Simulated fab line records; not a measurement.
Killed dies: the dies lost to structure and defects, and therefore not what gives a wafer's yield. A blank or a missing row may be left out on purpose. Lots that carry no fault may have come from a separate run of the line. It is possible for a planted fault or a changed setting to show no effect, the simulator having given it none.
Split-lot experiment ; flow gf180mcu ; on a route of 602 steps: 5 lots, 23 wafers read

## SPLIT DETAILS
At GF_M1_SPUTTER_01 (material TiN, target thk 30 nm, time 25 s), the setting time s was moved away from the recipe's 25 s on 8 of the 23 wafers read, by -13.8% to +13.1%. This setting was run at the recipe's value on the other wafers.

The reading comes from the split's own step.

## THE READING
TiN_of_M1_SPUTTER_01.thk nm (the simulator's own value, which no gauge read), in nm, at GF_M1_SPUTTER_01 (material TiN, target thk 30 nm, time 25 s). No usual value for it is given in the file. Here, 15 wafers ran the recipe; their average is 29.88 nm with a standard deviation of 0.38 nm.

wafer;tool, chamber at the split;time s as run, s;against the recipe;TiN_of_M1_SPUTTER_01.thk nm, nm;against lot-mates on the recipe
L074.1;pvd sputter-03, -;28.28;+13.1%;34.67;+4.57
L074.3;pvd sputter-03, -;25;recipe;30.13;-
L074.4;pvd sputter-03, -;28.28;+13.1%;34.07;+3.97
L074.5;pvd sputter-03, -;25;recipe;30.08;-
L074.6;pvd sputter-03, -;28.28;+13.1%;34.06;+3.96
L076.1;pvd sputter-01, -;25;recipe;30.12;-
L076.2;pvd sputter-01, -;25;recipe;30.6;-
L076.3;pvd sputter-01, -;25;recipe;29.91;-
L076.5;pvd sputter-01, -;25;recipe;30.08;-
L076.6;pvd sputter-01, -;25;recipe;29.88;-
L078.1;pvd sputter-02, -;25;recipe;29.18;-
L078.2;pvd sputter-02, -;28.28;+13.1%;33.35;+4.08
L078.3;pvd sputter-02, -;28.28;+13.1%;33.51;+4.24
L078.4;pvd sputter-02, -;25;recipe;29.42;-
L078.5;pvd sputter-02, -;25;recipe;29.21;-
L083.1;pvd sputter-01, -;25;recipe;29.69;-
L083.2;pvd sputter-01, -;21.56;-13.8%;25.79;-3.98
L083.3;pvd sputter-01, -;21.56;-13.8%;25.28;-4.49
L083.4;pvd sputter-01, -;25;recipe;29.86;-
L083.6;pvd sputter-01, -;21.56;-13.8%;25.5;-4.27
L084.1;pvd sputter-01, -;25;recipe;30.05;-
L084.4;pvd sputter-01, -;25;recipe;29.69;-
L084.6;pvd sputter-01, -;25;recipe;30.33;-

THE FIT
A straight line over all 23 wafers: TiN_of_M1_SPUTTER_01.thk nm changes by +0.312 nm for each +1% of time s; r = +0.99; the points scatter about the line by 0.4 nm.
The same after taking each lot's own level away (the mean of its wafers on the recipe; 23 wafers): +0.314 nm for each +1%; r = +1.00; scatter 0.22 nm.
The reading moves by 4.3 nm for the largest change in time s, on that fit.
The span of the lots' own levels, 29.270 to 30.118 nm, comes to 2.2 times the standard deviation stated above.
Consequently the slope shifts little with the lot-to-lot level, the two slopes agreeing.
Check: with one of the wafers moved furthest among these (-13.8%) left out of the fit, the line predicts -4.37 nm for it against its lot-mates. Against them it came out at -3.98 nm.

## THE FILE'S OWN FIT
TiN_of_M1_SPUTTER_01.thk nm changes by +0.314 nm for each +1% of time s, r = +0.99.
